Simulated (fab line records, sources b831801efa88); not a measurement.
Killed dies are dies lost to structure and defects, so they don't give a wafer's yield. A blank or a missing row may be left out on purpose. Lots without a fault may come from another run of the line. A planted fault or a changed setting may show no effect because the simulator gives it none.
A struck lot beside a sound one | flow sky130 | 22 steps out of a route of 708
Sound: wafers L946.1, L946.4, L946.5. Struck: wafers L956.1, L956.6. (L956.4 of the same lot was not struck and is left out.) The cause comes at the end.
At each step with rows: each side's tool, then ch and its chambers, then its first start. Under that, the readings that differ: sound wafers | struck wafers | difference of the means | sigmas: that difference in standard deviations of wafers without a fault.
alike: readings whose means differ by less than 2 such deviations, and words and numbers that are the same on both sides. not compared: withheld readings, readings that some wafer has no value for, bounds like >300 that may hide the same value, and numbers for which the record gives no deviation and whose values overlap.
The two part at a step that has a row with sigmas, a row that says differs or no value, or rows on one side only. Numbers that don't overlap but have no deviation are shown without sigmas and don't part them. A reading that every wafer of one side lacks parts them only if that side has two wafers or more.

SKY_VIA4_RS_MEAS_19: measures by four-point-probe.
  sound on film_metro-02, day 43 19:21; struck on film_metro-04, day 46 05:34
  alike: VIA4_W_RS
SKY_VIA4_THK_MEAS_20: measures by xrf.
  sound on film_metro-02, day 43 19:28; struck on film_metro-04, day 46 05:41
  alike: VIA4_W_THK
SKY_VIA4_CMP_21: polishes, stops on SiO2, t overpolish 25 s, target thk 0 nm.
  sound on cmp-01 ch 0,1,3, day 43 19:35; struck on cmp-01 ch 1,2, day 46 05:44
  alike: motor_current_A, overpolish_run_s, time_to_endpoint_s
SKY_METAL5_SPUTTER_00: material Ti, target thk 15 nm, time 10 s.
  sound on pvd_sputter-04, day 43 19:50; struck on pvd_sputter-04, day 46 06:02
  alike: throttle_valve_pct
SKY_METAL5_SPUTTER_01: material TiN, target thk 20 nm, time 16.7 s.
  sound on pvd_sputter-04, day 43 19:51; struck on pvd_sputter-04, day 46 06:04
  alike: throttle_valve_pct
SKY_METAL5_SPUTTER_02: material AlCu, target thk 1150 nm, time 61.2 s.
  sound on pvd_sputter-04, day 43 19:53; struck on pvd_sputter-04, day 46 06:05
  alike: throttle_valve_pct
then, 1 step without rows for these wafers: SKY_METAL5_SPUTTER_03 (material Ti, target thk 5 nm, time 3.3 s).
SKY_METAL5_SPUTTER_04: material TiN, target thk 70 nm, time 58.3 s.
  sound on pvd_sputter-04, day 43 19:56; struck on pvd_sputter-04, day 46 06:09
  alike: throttle_valve_pct
SKY_METAL5_RS_MEAS_05: measures by four-point-probe.
  sound on film_metro-02, day 43 19:59; struck on film_metro-01, day 46 06:12
  alike: METAL5_ALCU_RS
SKY_METAL5_THK_MEAS_06: measures by xrf.
  sound on film_metro-02, day 43 20:07; struck on film_metro-01, day 46 06:19
  alike: METAL5_ALCU_THK
then, 2 steps without rows for these wafers: SKY_METAL5_DEHYDRATE_07 (time 60 s); SKY_METAL5_HMDS_08 (prime time 60 s).
SKY_METAL5_COAT_09: resist thk 1800 nm.
  sound on litho_track-03 ch 0, day 44 06:46; struck on litho_track-03 ch 0, day 46 17:01
  reading                                     | sound          | struck    | difference | sigmas
  model.NOVOLAK_of_METAL5_COAT_09.thk_nm (nm) | 1807 1802 1800 | 1895 1902 | +96        |
  alike: exhaust_pa
then, 4 steps without rows for these wafers: SKY_METAL5_SOFTBAKE_10 (time 60 s); SKY_METAL5_EXPOSE_11 (exposes mask MM5, target cd 1600 nm); SKY_METAL5_PEB_12; SKY_METAL5_DEVELOP_13 (develop time 60 s).
SKY_METAL5_DESCUM_14: chemistry O2, time 11 s.
  sound on rie_metal-04 ch 1, day 44 18:44; struck on rie_metal-04 ch 0,1, day 47 02:43
  reading                 | sound          | struck    | difference | sigmas
  model.METAL5.cd_nm (nm) | 1599 1597 1596 | 1606 1608 | +10        |
  alike: chamber_pressure_mTorr, drypump_motor_current_A, oes_product_au, rf_fwd_power_W, temp_c
  not compared: rf_hours_counter_h
SKY_METAL5_METAL_ETCH_15: etches the open film in Cl2/BCl3, stops on SiO2, target depth 1260 nm, time 252 s.
  sound on rie_metal-04 ch 1, day 44 18:46; struck on rie_metal-04 ch 0,1, day 47 02:44
  reading                                     | sound          | struck    | difference | sigmas
  model.NOVOLAK_of_METAL5_COAT_09.thk_nm (nm) | 1027 1027 1021 | 1117 1136 | +102       |
  alike: bias_w, chamber_pressure_mTorr, drypump_motor_current_A, oes_product_au, rf_fwd_power_W, throttle_valve_pct
  not compared: rf_hours_counter_h
SKY_METAL5_STRIP_16: strips in O2/N2.
  sound on plasma_asher-03 ch 0, day 44 19:00; struck on plasma_asher-02 ch 0,1, day 47 02:59
  reading                      | sound             | struck      | difference | sigmas
  strip_time_to_endpoint_s (s) | 12.98 12.97 12.92 | 14.01 14.23 | +1.16      | +10
  alike: chamber_pressure_mTorr, drypump_motor_current_A, oes_product_au
  not compared: rf_hours_counter_h
then, 1 step without rows for these wafers: SKY_METAL5_STRIP_17 (strips in post etch residue remover, time 1200 s).
SKY_PAD_OPEN_PROBE_99:
  the record has rows for the struck wafers here (prober-01, day 48 20:24) and none for the sound ones

WHERE THEY PART
First at SKY_METAL5_STRIP_16; last, within this record, at SKY_PAD_OPEN_PROBE_99.

WHY: what the simulator had put in
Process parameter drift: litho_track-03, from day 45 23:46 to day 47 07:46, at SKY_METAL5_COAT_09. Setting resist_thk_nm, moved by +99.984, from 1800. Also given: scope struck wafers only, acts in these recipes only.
